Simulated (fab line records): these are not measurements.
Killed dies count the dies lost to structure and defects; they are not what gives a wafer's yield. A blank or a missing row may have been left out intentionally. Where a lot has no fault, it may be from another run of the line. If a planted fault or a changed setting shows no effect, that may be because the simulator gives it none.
Which tool is to blame? / flow gf180mcu / 12 lots with 36 wafers sampled at 3 steps, on a route of 602 steps

WHAT EACH GAUGE READ, for each wafer
GF_M1_THK_MEAS_06: measures by xrf. Usual: M1_ALCU_THK typically reads 445 nm, with standard deviation 4.8.
lot=L433; measured=day 16 04:01; on=filmMetro-01; M1_ALCU_THK (nm)=446 438 445; flag=
lot=L434; measured=day 16 14:36; on=filmMetro-01; M1_ALCU_THK (nm)=445 450 444; flag=
lot=L437; measured=day 18 01:53; on=filmMetro-01; M1_ALCU_THK (nm)=443 444 447; flag=
lot=L440; measured=day 18 18:31; on=filmMetro-04; M1_ALCU_THK (nm)=440 440 442; flag=
lot=L441; measured=day 19 00:16; on=filmMetro-04; M1_ALCU_THK (nm)=453 454 444; flag=
lot=L443; measured=day 19 23:48; on=filmMetro-04; M1_ALCU_THK (nm)=449 445 447; flag=
lot=L444; measured=day 20 08:29; on=filmMetro-01; M1_ALCU_THK (nm)=449 452 450; flag=
lot=L446; measured=day 21 02:23; on=filmMetro-02; M1_ALCU_THK (nm)=444 443 442; flag=
lot=L447; measured=day 21 09:37; on=filmMetro-01; M1_ALCU_THK (nm)=456 452 453; flag=
lot=L448; measured=day 21 15:25; on=filmMetro-02; M1_ALCU_THK (nm)=442 443 443; flag=
lot=L449; measured=day 21 23:50; on=filmMetro-04; M1_ALCU_THK (nm)=449 446 445; flag=
lot=L450; measured=day 22 12:34; on=filmMetro-04; M1_ALCU_THK (nm)=446 447 439; flag=

TOOL THAT RAN EACH LOT (tool first, then ch and the chambers of the sampled wafers, then the start)
lot=L433; GF_LVPWELL_COAT_02=lithoTrack-01 ch 0, day 3 17:02; GF_LVPWELL_STRIP_10=plasmaAsher-02 ch 0,1, day 4 00:33
lot=L434; GF_LVPWELL_COAT_02=lithoTrack-01 ch 0, day 3 20:23; GF_LVPWELL_STRIP_10=plasmaAsher-01 ch 0,1, day 4 03:08
lot=L437; GF_LVPWELL_COAT_02=lithoTrack-03 ch 0, day 4 14:40; GF_LVPWELL_STRIP_10=plasmaAsher-02 ch 0,1, day 4 22:20
lot=L440; GF_LVPWELL_COAT_02=lithoTrack-03 ch 0, day 5 04:44; GF_LVPWELL_STRIP_10=plasmaAsher-04 ch 0,1, day 5 12:32
lot=L441; GF_LVPWELL_COAT_02=lithoTrack-03 ch 0, day 5 10:05; GF_LVPWELL_STRIP_10=plasmaAsher-02 ch 0,1, day 5 18:11
lot=L443; GF_LVPWELL_COAT_02=lithoTrack-01 ch 0, day 5 22:11; GF_LVPWELL_STRIP_10=plasmaAsher-04 ch 0,1, day 6 06:33
lot=L444; GF_LVPWELL_COAT_02=lithoTrack-01 ch 0, day 6 04:19; GF_LVPWELL_STRIP_10=plasmaAsher-02 ch 0,1, day 6 12:00
lot=L446; GF_LVPWELL_COAT_02=lithoTrack-01 ch 0, day 6 16:28; GF_LVPWELL_STRIP_10=plasmaAsher-01 ch 1, day 7 00:34
lot=L447; GF_LVPWELL_COAT_02=lithoTrack-02 ch 0, day 6 18:53; GF_LVPWELL_STRIP_10=plasmaAsher-04 ch 0,1, day 7 03:34
lot=L448; GF_LVPWELL_COAT_02=lithoTrack-02 ch 0, day 7 02:14; GF_LVPWELL_STRIP_10=plasmaAsher-02 ch 0,1, day 7 10:10
lot=L449; GF_LVPWELL_COAT_02=lithoTrack-01 ch 0, day 7 06:10; GF_LVPWELL_STRIP_10=plasmaAsher-04 ch 0,1, day 7 14:07
lot=L450; GF_LVPWELL_COAT_02=lithoTrack-01 ch 0, day 7 12:46; GF_LVPWELL_STRIP_10=plasmaAsher-02 ch 1, day 7 21:37
- GF_LVPWELL_COAT_02: resist thk 3000 nm.
- GF_LVPWELL_STRIP_10: strips in O2/N2.

AS READ BY THE TOOLS THEMSELVES (means over the sampled wafers that have a number; for cases with no such wafer, the mark the record gives instead)
GF_LVPWELL_COAT_02. Usual: chillPlateTempC 23.01 C, standard deviation 0.11; spinSpeedRpm 2000.2 rpm, standard deviation 1.4.
lot=L433; tool=lithoTrack-01; chillPlateTempC (C)=23.07; spinSpeedRpm (rpm)=1999.7; flag=
lot=L434; tool=lithoTrack-01; chillPlateTempC (C)=22.97; spinSpeedRpm (rpm)=1999.0; flag=
lot=L437; tool=lithoTrack-03; chillPlateTempC (C)=23.16; spinSpeedRpm (rpm)=1999.4; flag=
lot=L440; tool=lithoTrack-03; chillPlateTempC (C)=23.14; spinSpeedRpm (rpm)=1999.8; flag=
lot=L441; tool=lithoTrack-03; chillPlateTempC (C)=23.01; spinSpeedRpm (rpm)=2000.9; flag=
lot=L443; tool=lithoTrack-01; chillPlateTempC (C)=22.97; spinSpeedRpm (rpm)=2000.4; flag=
lot=L444; tool=lithoTrack-01; chillPlateTempC (C)=23.10; spinSpeedRpm (rpm)=1998.7; flag=
lot=L446; tool=lithoTrack-01; chillPlateTempC (C)=23.07; spinSpeedRpm (rpm)=1962.4; flag=OFF
lot=L447; tool=lithoTrack-02; chillPlateTempC (C)=23.00; spinSpeedRpm (rpm)=2000.7; flag=
lot=L448; tool=lithoTrack-02; chillPlateTempC (C)=23.17; spinSpeedRpm (rpm)=1998.7; flag=
lot=L449; tool=lithoTrack-01; chillPlateTempC (C)=22.91; spinSpeedRpm (rpm)=1962.4; flag=OFF
lot=L450; tool=lithoTrack-01; chillPlateTempC (C)=23.00; spinSpeedRpm (rpm)=1962.1; flag=OFF

GF_LVPWELL_STRIP_10. Usual: drypumpMotorCurrentA 5.7 A, standard deviation 0.46; heaterPowerW 310 W, standard deviation 25; n2FlowSccm 300.0 sccm, standard deviation 0.85; oesProductAu 0.723 a.u., standard deviation 0.0046; stripTimeToEndpointS 36.99 s, standard deviation 0.12.
lot=L433; tool=plasmaAsher-02; drypumpMotorCurrentA (A)=6.3; heaterPowerW (W)=300; n2FlowSccm (sccm)=299.7; oesProductAu (a.u.)=0.724; stripTimeToEndpointS (s)=36.99; flag=
lot=L434; tool=plasmaAsher-01; drypumpMotorCurrentA (A)=5.2; heaterPowerW (W)=297; n2FlowSccm (sccm)=299.9; oesProductAu (a.u.)=0.725; stripTimeToEndpointS (s)=37.05; flag=
lot=L437; tool=plasmaAsher-02; drypumpMotorCurrentA (A)=6.3; heaterPowerW (W)=304; n2FlowSccm (sccm)=300.6; oesProductAu (a.u.)=0.726; stripTimeToEndpointS (s)=37.07; flag=
lot=L440; tool=plasmaAsher-04; drypumpMotorCurrentA (A)=5.6; heaterPowerW (W)=331; n2FlowSccm (sccm)=300.2; oesProductAu (a.u.)=0.723; stripTimeToEndpointS (s)=36.92; flag=
lot=L441; tool=plasmaAsher-02; drypumpMotorCurrentA (A)=6.3; heaterPowerW (W)=303; n2FlowSccm (sccm)=300.3; oesProductAu (a.u.)=0.728; stripTimeToEndpointS (s)=36.88; flag=
lot=L443; tool=plasmaAsher-04; drypumpMotorCurrentA (A)=5.6; heaterPowerW (W)=344; n2FlowSccm (sccm)=300.5; oesProductAu (a.u.)=0.725; stripTimeToEndpointS (s)=36.96; flag=
lot=L444; tool=plasmaAsher-02; drypumpMotorCurrentA (A)=6.3; heaterPowerW (W)=297; n2FlowSccm (sccm)=300.2; oesProductAu (a.u.)=0.726; stripTimeToEndpointS (s)=36.92; flag=
lot=L446; tool=plasmaAsher-01; drypumpMotorCurrentA (A)=5.2; heaterPowerW (W)=284; n2FlowSccm (sccm)=299.4; oesProductAu (a.u.)=0.727; stripTimeToEndpointS (s)=37.54; flag=OFF
lot=L447; tool=plasmaAsher-04; drypumpMotorCurrentA (A)=5.6; heaterPowerW (W)=337; n2FlowSccm (sccm)=299.4; oesProductAu (a.u.)=0.723; stripTimeToEndpointS (s)=36.95; flag=
lot=L448; tool=plasmaAsher-02; drypumpMotorCurrentA (A)=6.3; heaterPowerW (W)=298; n2FlowSccm (sccm)=300.6; oesProductAu (a.u.)=0.715; stripTimeToEndpointS (s)=36.81; flag=
lot=L449; tool=plasmaAsher-04; drypumpMotorCurrentA (A)=5.6; heaterPowerW (W)=340; n2FlowSccm (sccm)=299.8; oesProductAu (a.u.)=0.725; stripTimeToEndpointS (s)=37.38; flag=OFF
lot=L450; tool=plasmaAsher-02; drypumpMotorCurrentA (A)=6.2; heaterPowerW (W)=271; n2FlowSccm (sccm)=300.3; oesProductAu (a.u.)=0.727; stripTimeToEndpointS (s)=37.12; flag=

THE ANSWER, worked out from the rows above alone
Rule: lot off if the mean of its wafers having a number is beyond 3 standard deviations from the usual mean. Also off: a lot with no number at a reading for which 4 or more lots have one. Any other lot the step has rows for is counted as sound. The gauges are gone through in route order, then the tools' own readings, and for those a lot's mean is taken as printed above. The first step at which some lot is off is used, and at that step the reading that is off furthest; a lot without a number counts as furthest.
Off at GF_LVPWELL_COAT_02 (spinSpeedRpm): L446, L449, L450.
A tool fits if, at that step or a process step before it, it ran every lot that is off, and no sound lot after the first of them. One candidate fits, namely lithoTrack-01 at GF_LVPWELL_COAT_02. Its last sound lot is L444 (day 6 04:19), its first lot that is off L446 (day 6 16:28): a fault that began between those two fits.
The tool's own readings at GF_LVPWELL_COAT_02 bear it out: on the lots that are off they differ by more than 5 times the standard deviation of the sound lots' means. spinSpeedRpm reads 1962.3 rpm there against 1999.7 rpm on the sound lots.

WHAT THE SIMULATOR HAD INSERTED
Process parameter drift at GF_LVPWELL_COAT_02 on lithoTrack-01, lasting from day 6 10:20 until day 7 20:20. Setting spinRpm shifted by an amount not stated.
Lots struck among those shown: L446, L449, L450. The rule given above showed the same thing.
